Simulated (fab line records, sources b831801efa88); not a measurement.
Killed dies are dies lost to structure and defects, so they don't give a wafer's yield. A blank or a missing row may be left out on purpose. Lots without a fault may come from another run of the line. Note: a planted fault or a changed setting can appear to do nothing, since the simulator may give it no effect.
Which tool is to blame? ; flow gf180mcu ; 11 lots, 33 wafers sampled, at 5 steps of a route of 602

WHAT THE GAUGES SHOWED, per wafer
GF_V5_THK_MEAS_01. Usual: for V5_CVD_00_THK the level is 299 nm and the standard deviation is 3.1.
lot;measured;on;V5_CVD_00_THK (nm);flag
L991;day 26 05:25;film-metro-02;302 301 298;
L992;day 26 15:20;film-metro-01;294 297 294;
L995;day 27 13:26;film-metro-03;297 298 295;
L994;day 27 17:55;film-metro-03;294 296 297;
L996;day 28 00:58;film-metro-01;299 302 299;
L100;day 29 01:52;film-metro-01;296 303 299;
L101;day 29 12:46;film-metro-02;300 302 303;
L103;day 30 02:19;film-metro-01;297 295 297;
L104;day 30 10:55;film-metro-03;300 296 301;
L107;day 31 05:45;film-metro-02;302 304 303;
L112;day 32 08:44;film-metro-01;302 301 297;

GF_TOP_METAL_RS_MEAS_05: measures by four-point-probe. Usual: for TOP_METAL_ALCU_RS the level is 0.0329 ohm/sq and the standard deviation is 0.00038.
lot;measured;on;TOP_METAL_ALCU_RS (ohm/sq);flag
L991;day 27 04:43;film-metro-04;0.0325 0.0328 0.0324;
L992;day 27 13:32;film-metro-04;0.0323 0.0326 0.0326;
L995;day 28 11:22;film-metro-01;0.0331 0.0327 0.0328;
L994;day 28 15:41;film-metro-04;0.0332 0.0329 0.0331;
L996;day 28 22:22;film-metro-04;0.0330 0.0327 0.0333;
L100;day 29 22:53;film-metro-01;0.0326 0.0319 0.0322;
L101;day 30 09:31;film-metro-04;0.0331 0.0325 0.0329;
L103;day 30 23:07;film-metro-04;0.0338 0.0329 0.0338;
L104;day 31 06:49;film-metro-04;0.0329 0.0326 0.0327;
L107;day 32 01:19;film-metro-01;0.0329 0.0619 0.0337;OFF
L112;day 33 03:39;film-metro-04;0.0325 0.0574 0.0331;OFF

GF_TOP_METAL_THK_MEAS_06: measures by xrf. Usual: for TOP_METAL_ALCU_THK the level is 895 nm and the standard deviation is 13.
lot;measured;on;TOP_METAL_ALCU_THK (nm);flag
L991;day 27 04:49;film-metro-04;911 899 912;
L992;day 27 13:37;film-metro-04;913 905 903;
L995;day 28 11:29;film-metro-01;873 885 884;
L994;day 28 15:48;film-metro-04;888 898 890;
L996;day 28 22:28;film-metro-04;890 900 884;
L100;day 29 22:59;film-metro-01;894 915 899;
L101;day 30 09:38;film-metro-04;890 905 890;
L103;day 30 23:14;film-metro-04;869 891 869;
L104;day 31 06:55;film-metro-04;898 906 903;
L107;day 32 01:26;film-metro-01;886 473 868;OFF
L112;day 33 03:46;film-metro-04;904 516 893;OFF

TOOL THAT RAN EACH LOT (tool first, then ch and the chambers of the sampled wafers, then the start)
lot;GF_V5_CVD_02;GF_TOP_METAL_SPUTTER_02
L991;pecvd-04 ch 1,2, day 26 05:28;pvd-sputter-02, day 27 04:35
L992;pecvd-04 ch 0,1,2, day 26 15:25;pvd-sputter-01, day 27 13:23
L995;pecvd-02 ch 0,1,2, day 27 13:29;pvd-sputter-03, day 28 11:17
L994;pecvd-01 ch 0,1, day 27 17:58;pvd-sputter-03, day 28 15:35
L996;pecvd-01 ch 1,2, day 28 01:00;pvd-sputter-03, day 28 22:14
L100;pecvd-01 ch 0,1,2, day 29 01:55;pvd-sputter-03, day 29 22:46
L101;pecvd-01 ch 1,2, day 29 12:49;pvd-sputter-02, day 30 09:26
L103;pecvd-02 ch 0,1, day 30 02:22;pvd-sputter-01, day 30 23:01
L104;pecvd-02 ch 0,1, day 30 10:58;pvd-sputter-03, day 31 06:42
L107;pecvd-02 ch 0,2, day 31 05:49;pvd-sputter-01, day 32 01:14
L112;pecvd-04 ch 0,1, day 32 08:47;pvd-sputter-01, day 33 03:34
- GF_V5_CVD_02: deposits SiO2 from TEOS, target thk 1450 nm, time 163.28 s.
- GF_TOP_METAL_SPUTTER_02: material AlCu, target thk 900 nm, time 47.82 s.

AS READ BY THE TOOLS THEMSELVES (means over the sampled wafers that have a number; for cases with no such wafer, the mark the record gives instead)
GF_V5_CVD_02. Usual: heater-power-w at 682 W, with a standard deviation of 100.
lot;tool;heater-power-w (W);flag
L991;pecvd-04;673;
L992;pecvd-04;688;
L995;pecvd-02;633;
L994;pecvd-01;637;
L996;pecvd-01;668;
L100;pecvd-01;646;
L101;pecvd-01;696;
L103;pecvd-02;608;
L104;pecvd-02;608;
L107;pecvd-02;689;
L112;pecvd-04;853;

GF_TOP_METAL_SPUTTER_02. Usual: throttle-valve-pct at 30.5 %, with a standard deviation of 0.9.
lot;tool;throttle-valve-pct (%);flag
L991;pvd-sputter-02;29.5;
L992;pvd-sputter-01;30.3;
L995;pvd-sputter-03;30.9;
L994;pvd-sputter-03;30.7;
L996;pvd-sputter-03;30.8;
L100;pvd-sputter-03;31.5;
L101;pvd-sputter-02;30.1;
L103;pvd-sputter-01;31.2;
L104;pvd-sputter-03;30.4;
L107;pvd-sputter-01;30.4;
L112;pvd-sputter-01;30.6;

THE ANSWER, worked out from the rows above alone
Rule: a lot counts as off when the mean over its wafers that have a number is more than 3 standard deviations away from the usual mean. Also off: a lot with no number at a reading for which 4 or more lots have one. Any other lot the step has rows for is counted as sound. Order of review: gauges by route order, followed by the tools' own readings, for which a lot's mean as printed above is used. At the first step where some lot is off, the reading lying furthest off is the one used; lots without a number count as furthest.
Off: L107, L112, seen at GF_TOP_METAL_RS_MEAS_05 (TOP_METAL_ALCU_RS).
A tool fits if, at a process step before that reading, it ran every lot that is off, and no sound lot after the first of them. Those tools and the gauges at GF_TOP_METAL_RS_MEAS_05 are tried in the same way. One fits: pvd-sputter-01 at GF_TOP_METAL_SPUTTER_02. A fault onset in the window from L103 (day 30 23:01, its last sound lot) to L107 (day 32 01:14, its first lot off) fits.

WHAT THE SIMULATOR HAD PUT IN
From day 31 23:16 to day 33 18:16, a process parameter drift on pvd-sputter-01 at GF_TOP_METAL_SPUTTER_02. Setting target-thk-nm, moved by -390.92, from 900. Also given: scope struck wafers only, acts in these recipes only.
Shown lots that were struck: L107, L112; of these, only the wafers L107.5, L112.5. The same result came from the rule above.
